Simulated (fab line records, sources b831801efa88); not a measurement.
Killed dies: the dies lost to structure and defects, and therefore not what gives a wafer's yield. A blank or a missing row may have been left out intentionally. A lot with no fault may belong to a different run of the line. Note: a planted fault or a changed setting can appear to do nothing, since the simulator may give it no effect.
One fault seen from 2 desks | flow sky130 | what lay behind the numbers comes last; until then each desk has only its own

## THE TOOL OWNER'S DESK: pvd-sputter-01
The tool's own readings at SKY_METAL2_SPUTTER_04 (material TiN, target thk 70 nm, time 58.3 s): means of the sampled wafers that have a number, for each lot that ran on this tool. The brackets show how far a lot's mean lies from the usual mean; more than 4 standard deviations puts the lot out of limits, marked OUT.
Columns: A = throttle-valve-pct at SKY_METAL2_SPUTTER_04, usual 30.0 %
lot  | first seen here | A
L283 | day 34 12:49    | 30.0
L284 | day 34 15:15    | 29.9
L287 | day 35 22:55    | 29.7
L288 | day 36 02:52    | 29.7
L289 | day 36 13:53    | 29.9
L290 | day 37 00:11    | 29.2
L291 | day 37 01:04    | 30.0
L299 | day 39 10:15    | 28.8
This desk found nothing out of limits on any of the 8 lots.

## FROM THE METROLOGY DESK
What the gauges read for every lot (on any tool): the sampled wafers with a number, averaged. The brackets show how far a lot's mean lies from the usual mean; more than 4 standard deviations puts the lot out of limits, marked OUT.
Columns: A = cd-nm at SKY_METAL1_CD_MEAS_15, usual 139.8 nm; B = cd-nm at SKY_VIA1_CD_MEAS_12, usual 150.3 nm; C = METAL2_ALCU_THK at SKY_METAL2_THK_MEAS_06, usual 247.9 nm
lot  | first seen here | A     | B     | C
L283 | day 33 06:32    | 139.9 | 149.4 | 250.1
L284 | day 33 09:15    | 140.1 | 150.0 | 249.8
L285 | day 33 13:07    | 138.7 | 150.8 | 247.3
L286 | day 34 12:28    | 139.8 | 148.7 | 243.3
L287 | day 34 17:26    | 139.9 | 148.7 | 248.7
L288 | day 34 21:49    | 139.7 | 149.2 | 247.7
L289 | day 35 09:22    | 139.3 | 149.9 | 248.2
L290 | day 35 19:04    | 138.1 | 150.3 | 250.1
L291 | day 35 19:58    | 140.8 | 150.3 | 244.9
L299 | day 38 06:08    | 141.8 | 148.0 | 242.8
L301 | day 38 18:49    | 142.3 | 152.1 | 248.0
L304 | day 39 11:59    | 139.7 | 149.5 | 246.6
This desk found nothing out of limits on any of the 12 lots.

## PUT TOGETHER
Nothing out of limits was seen by the tool owner's desk.
From the metrology desk's view, nothing was out of limits.

## WHAT THE SIMULATOR HAD PUT IN
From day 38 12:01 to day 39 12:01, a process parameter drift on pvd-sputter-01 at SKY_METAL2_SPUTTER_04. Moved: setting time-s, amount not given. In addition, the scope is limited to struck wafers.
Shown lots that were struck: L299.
